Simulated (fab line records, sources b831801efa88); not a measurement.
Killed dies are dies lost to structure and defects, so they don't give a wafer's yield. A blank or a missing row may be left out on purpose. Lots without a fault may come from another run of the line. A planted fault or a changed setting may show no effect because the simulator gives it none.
fab line records | flow sky130
record lots=13 wafers=39 last_day=50
route steps=708 shown FIELD_ISO@1 VT_ADJUST_LVTN@116 LDD_P@263 LDD_HVP@287
lots that met no fault: from a run of the same line without faults
start_h: hours from the record's first day to the start of the lot's first wafer shown | wait_h: hours since the lot's step before | " the same as in the row above | L1.1+2: a row that stands for several wafers | - no value, or no start given | * or withheld: withheld | < > ~ a bound
route shown NAME@n: a module of which the file shows steps, and the number in the route of the first | usual: mean/standard deviation of fault-free wafers | same: alike in all rows | chamber/n: place in a boat | sites: the reading at each site | _std_site: their standard deviation | _edge_site: outer sites' mean less inner sites' | radius_mm: how far each site lies from the wafer's centre | mask NAME#n: copy n | behind: the tool/chamber that last shaped the wafer | hold: why the lot was held/for how many hours/how that ended | device: the transistor (n, p or np) that didn't switch | end of line: the same wafers' tests at the end of the route | a step without rows: its recipe alone | killed: dies lost to structure and defects at the first sort, not the wafer's yield | map: a wafer's dies, x killed, . not, _ none there
set.NAME: the setting as run; set.NAME@STEP: as run at that earlier step | model.NAME: the simulator's own value behind a step, which no gauge read
steps of the route over a sample of lots; a table a step, a row a wafer
services: from which hour (start_h, from the record's first day; less than 0 if before it) a tool's chamber was out of use, for how many hours, and why
## steps
# step SKY_FIELD_ISO_BOW_MEAS_00
# recipe mode=bow
# usual INCOMING_BOW=0/5.8
# columns lot.wafer tool chamber start_h wait_h INCOMING_BOW[um]
L263.2 film_metro-02 - 10.02 - -1
L263.3 " - " " 7
L263.4 " - " " 5
L264.1 film_metro-03 - 15.00 - -1
L264.5 " - " " -8
L264.6 " - " " 0
L265.4 film_metro-02 - 20.06 - 5
L265.5 " - " " 1
L265.6 " - " " 3
L266.3 film_metro-03 - 25.04 - 6
L266.5 " - " " -13
L266.6 " - " " 3
L267.1 film_metro-01 - 30.00 - 7
L267.2 " - " " -1
L267.3 " - " " 4
L268.1 film_metro-01 - 35.00 - -4
L268.3 " - " " -14
L268.6 " - " " 5
L270.1 film_metro-03 - 45.00 - -6
L270.3 " - " " -1
L270.6 " - " " 4
L271.1 film_metro-03 - 50.00 - 11
L271.4 " - " " -12
L271.5 " - " " 7
L277.4 film_metro-03 - 80.06 - 1
L277.5 " - " " -8
L277.6 " - " " -2
L279.1 film_metro-01 - 90.00 - 11
L279.2 " - " " 3
L279.5 " - " " -7
L282.1 film_metro-01 - 105.00 - 5
L282.3 " - " " -3
L282.5 " - " " 7
L283.2 film_metro-03 - 110.02 - 2
L283.4 " - " " -2
L283.6 " - " " -8
L286.1 film_metro-01 - 125.00 - -6
L286.2 " - " " 3
L286.4 " - " " 5
# step SKY_VT_ADJUST_LVTN_IMPLANT_19
# recipe species=B energy_kev=30 dose_cm2=6.5e+11 tilt_deg=withheld
# usual faraday_current_uA=3.68/0.068
# columns lot.wafer tool chamber start_h wait_h faraday_current_uA
L263.2 implanter-02 0 179.46 0.0 3.64
L263.3 " 0 " " 3.65
L263.4 " 0 " " 3.76
L265.4 implanter-04 0 181.43 0.1 3.72
L265.5 " 0 " " 3.76
L265.6 " 0 " " 3.58
L264.1 implanter-02 0 181.51 0.0 3.55
L264.5 " 0 " " 3.75
L264.6 " 0 " " 3.70
L266.3 implanter-03 0 182.90 0.1 3.69
L266.5 " 0 " " 3.58
L266.6 " 0 " " 3.65
L267.1 implanter-04 0 193.03 0.0 3.63
L267.2 " 0 " " 3.78
L267.3 " 0 " " 3.51
L268.1 implanter-03 0 197.65 0.0 3.70
L268.3 " 0 " " 3.67
L268.6 " 0 " " 3.73
L270.1 implanter-02 0 211.38 0.0 3.70
L270.3 " 0 " " 3.60
L270.6 " 0 " " 3.64
L271.1 implanter-03 0 218.98 0.0 3.57
L271.4 " 0 " " 3.68
L271.5 " 0 " " 3.67
L277.4 implanter-02 0 260.81 0.1 3.72
L277.5 " 0 " " 3.64
L277.6 " 0 " " 3.66
L279.1 implanter-02 0 271.06 0.0 3.75
L279.2 " 0 " " 3.61
L279.5 " 0 " " 3.73
L282.1 implanter-03 0 290.80 0.0 3.66
L282.3 " 0 " " 3.67
L282.5 " 0 " " 3.63
L283.2 implanter-03 0 296.11 0.0 3.76
L283.4 " 0 " " 3.78
L283.6 " 0 " " 3.78
L286.1 implanter-03 0 324.68 0.0 3.70
L286.2 " 0 " " 3.68
L286.4 " 0 " " 3.67
# step SKY_VT_ADJUST_LVTN_TW_MEAS_21
# usual VT_ADJUST_LVTN_2_TW=188.4/1.4
# columns lot.wafer tool chamber start_h wait_h VT_ADJUST_LVTN_2_TW
L263.2 film_metro-04 - 179.69 0.1 187.0
L263.3 " - " " 186.5
L263.4 " - " " 187.1
L265.4 film_metro-01 - 181.63 0.1 191.3
L265.5 " - " " 190.4
L265.6 " - " " 191.6
L264.1 film_metro-02 - 181.76 0.1 188.1
L264.5 " - " " 187.9
L264.6 " - " " 188.6
L266.3 film_metro-01 - 183.12 0.1 190.5
L266.5 " - " " 189.9
L266.6 " - " " 190.4
L267.1 film_metro-04 - 193.28 0.1 186.8
L267.2 " - " " 187.7
L267.3 " - " " 186.1
L268.1 film_metro-04 - 197.90 0.1 187.1
L268.3 " - " " 186.5
L268.6 " - " " 187.4
L270.1 film_metro-01 - 211.63 0.1 190.8
L270.3 " - " " 190.5
L270.6 " - " " 190.3
L271.1 film_metro-04 - 219.23 0.1 185.8
L271.4 " - " " 186.1
L271.5 " - " " 186.1
L277.4 film_metro-04 - 261.01 0.1 177.6
L277.5 " - " " 176.7
L277.6 " - " " 176.7
L279.1 film_metro-01 - 271.31 0.1 179.0
L279.2 " - " " 178.4
L279.5 " - " " 178.4
L282.1 film_metro-02 - 291.05 0.1 187.7
L282.3 " - " " 188.3
L282.5 " - " " 186.7
L283.2 film_metro-04 - 296.34 0.1 188.8
L283.4 " - " " 188.4
L283.6 " - " " 188.7
L286.1 film_metro-01 - 324.93 0.1 189.2
L286.2 " - " " 189.5
L286.4 " - " " 189.4
# step SKY_LDD_P_OVL_MEAS_08
# usual LDD_P_OVL=1.1/1.4
# columns lot.wafer tool chamber start_h wait_h LDD_P_OVL[nm]
L265.4 overlay-01 - 454.05 0.1 0.5
L265.5 " - " " 1.6
L265.6 " - " " 1.1
L264.1 overlay-02 - 457.43 0.1 0.7
L264.5 " - " " 1.4
L264.6 " - " " 1.9
L263.2 overlay-01 - 459.75 0.1 2.9
L263.3 " - " " -0.5
L263.4 " - " " 2.5
L266.3 overlay-02 - 460.00 0.1 -0.6
L266.5 " - " " 0.8
L266.6 " - " " 0.3
L267.1 overlay-02 - 470.19 0.1 -0.7
L267.2 " - " " 0.0
L267.3 " - " " 1.5
L268.1 overlay-01 - 481.50 0.1 1.2
L268.3 " - " " 1.1
L268.6 " - " " 0.6
L270.1 overlay-01 - 499.53 0.1 1.0
L270.3 " - " " 4.4
L270.6 " - " " 1.8
L271.1 overlay-02 - 512.20 0.1 -0.6
L271.4 " - " " -1.8
L271.5 " - " " 0.2
L277.4 overlay-02 - 562.77 0.1 1.5
L277.5 " - " " 1.2
L277.6 " - " " 2.8
L279.1 overlay-02 - 573.58 0.1 0.1
L279.2 " - " " 1.3
L279.5 " - " " -0.5
L282.1 overlay-01 - 621.44 0.1 0.3
L282.3 " - " " -2.1
L282.5 " - " " -0.5
L283.2 overlay-01 - 622.49 0.1 -0.3
L283.4 " - " " -0.9
L283.6 " - " " 0.9
L286.1 overlay-01 - 636.93 0.1 0.1
L286.2 " - " " -0.2
L286.4 " - " " -1.9
# step SKY_LDD_HVP_STRIP_09
# recipe chemistry=O2/N2 power_w=1400 pressure_mtorr=1500 platen_temp_c=withheld o2_flow_sccm=3000 n2_flow_sccm=300 overash_fraction=0.5
# usual drypump_motor_current_A=5.6/0.56 n2_flow_sccm=300.0/0.94 oes_product_au=0.409/0.0049 strip_time_to_endpoint_s=4.143/0.014
# columns lot.wafer tool chamber start_h wait_h drypump_motor_current_A n2_flow_sccm oes_product_au rf_hours_counter_h strip_time_to_endpoint_s
L265.4 plasma_asher-01 1 516.88 0.1 5.5 300.0 0.412 - 4.126
L265.5 " 0 " " 6.6 302.0 0.406 - 4.119
L265.6 " 1 " " 5.5 301.1 0.406 - 4.119
L264.1 plasma_asher-02 0 519.78 0.1 4.9 299.9 0.398 7 4.150
L264.5 " 1 " " 5.5 299.7 0.405 - 4.129
L264.6 " 0 " " 4.9 299.9 0.416 - 4.140
L263.2 plasma_asher-02 1 521.91 0.1 5.6 298.9 0.412 7 4.136
L263.3 " 0 " " 4.9 299.3 0.415 - 4.136
L263.4 " 1 " " 5.6 299.7 0.413 - 4.148
L266.3 plasma_asher-02 1 522.38 0.1 5.6 301.0 0.405 - 4.106
L266.5 " 0 " " 4.8 300.0 0.414 - 4.119
L266.6 " 1 " " 5.5 300.8 0.414 - 4.139
L267.1 plasma_asher-02 1 533.11 0.1 5.6 299.4 0.404 9 4.138
L267.2 " 0 " " 4.9 301.8 0.412 9 4.139
L267.3 " 1 " " 5.5 299.0 0.410 - 4.146
L268.1 plasma_asher-03 1 542.93 0.1 5.1 299.2 0.406 71 4.133
L268.3 " 1 " " 5.1 299.9 0.408 - 4.135
L268.6 " 1 " " 5.1 298.8 0.409 - 4.150
L270.1 plasma_asher-03 1 560.20 0.1 5.1 300.5 0.405 73 4.146
L270.3 " 1 " " 5.1 300.8 0.414 - 4.149
L270.6 " 0 " " 6.1 299.0 0.406 - 4.126
L271.1 plasma_asher-03 0 573.01 0.1 6.1 299.9 0.409 74 4.146
L271.4 " 1 " " 5.1 299.5 0.410 - 4.133
L271.5 " 1 " " 5.1 300.0 0.414 - 4.114
L277.4 plasma_asher-03 0 622.30 0.1 6.1 298.0 0.416 - 4.138
L277.5 " 1 " " 5.1 302.3 0.412 - 4.118
L277.6 " 0 " " 6.1 298.0 0.402 - 4.118
L279.1 plasma_asher-03 1 632.58 0.1 5.0 299.6 0.403 80 4.135
L279.2 " 0 " " 6.1 299.2 0.402 80 4.141
L279.5 " 0 " " 6.1 300.2 0.405 - 4.138
L282.1 plasma_asher-02 0 679.76 0.1 4.9 300.1 0.412 20 4.152
L282.3 " 1 " " 5.6 300.2 0.405 - 4.156
L282.5 " 1 " " 5.6 301.4 0.405 - 4.134
L283.2 plasma_asher-01 1 680.75 0.1 5.5 299.1 0.415 59 4.173
L283.4 " 0 " " 6.6 300.2 0.407 - 4.144
L283.6 " 0 " " 6.6 300.9 0.409 - 4.160
L286.1 plasma_asher-03 0 694.11 0.1 6.1 300.3 0.414 86 4.174
L286.2 " 1 " " 5.1 300.7 0.410 86 4.145
L286.4 " 0 " " 6.1 301.0 0.413 - 4.141
## services
# columns tool chamber start_h hours kind
implanter-03 - 165.20 2.0 repair
plasma_asher-02 - 171.39 3.0 repair
plasma_asher-02 - 200.90 0.4 repair
implanter-02 - 211.53 4.2 pm
implanter-03 - 347.36 1.1 repair
implanter-02 - 349.35 1.7 repair
implanter-02 - 351.86 2.6 pm
implanter-02 - 367.70 0.6 repair
implanter-02 - 372.95 2.0 repair
implanter-02 - 400.61 4.0 pm
plasma_asher-02 - 421.25 9.0 pm
implanter-03 - 440.97 103.8 pm
plasma_asher-02 - 466.15 2.8 pm
plasma_asher-02 - 484.95 15.1 pm
plasma_asher-03 - 510.24 28.1 pm
plasma_asher-03 - 542.06 0.7 repair
implanter-03 - 544.80 3.3 pm
implanter-03 - 545.91 1.1 repair
implanter-03 - 548.08 4.2 pm
plasma_asher-02 - 550.25 4.6 repair
implanter-03 - 583.13 2.5 repair
plasma_asher-03 - 586.73 3.1 repair
plasma_asher-03 - 629.14 1.8 repair
plasma_asher-03 - 654.65 7.1 repair
## key
first_sign step=SKY_VT_ADJUST_LVTN_TW_MEAS_21 reading=VT_ADJUST_LVTN_2_TW direction=down sigmas=7.6 usual=188.4 struck=177.8
effect none on later readings
met_at SKY_VT_ADJUST_LVTN_IMPLANT_19
struck_lots L277,L279
tester_left_out L277,L279
not_acting_at SKY_FIELD_ISO_BOW_MEAS_00,SKY_LDD_P_OVL_MEAS_08,SKY_LDD_HVP_STRIP_09
onset_between 211.38 260.81
fault kind=process_parameter_drift tool=implanter-02 chamber=- onset_h=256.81 steps=SKY_VT_ADJUST_LVTN_IMPLANT_19 channel=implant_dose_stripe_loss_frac offset=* shape=step end_h=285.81
# tester_left_out: of these lots the tester's yield and bins aren't shown, on N5 and GAA mostly nor the transistor test; their killed dies are dies lost to structure and defects alone, not to doping, threshold or leakage, so they don't give the yield
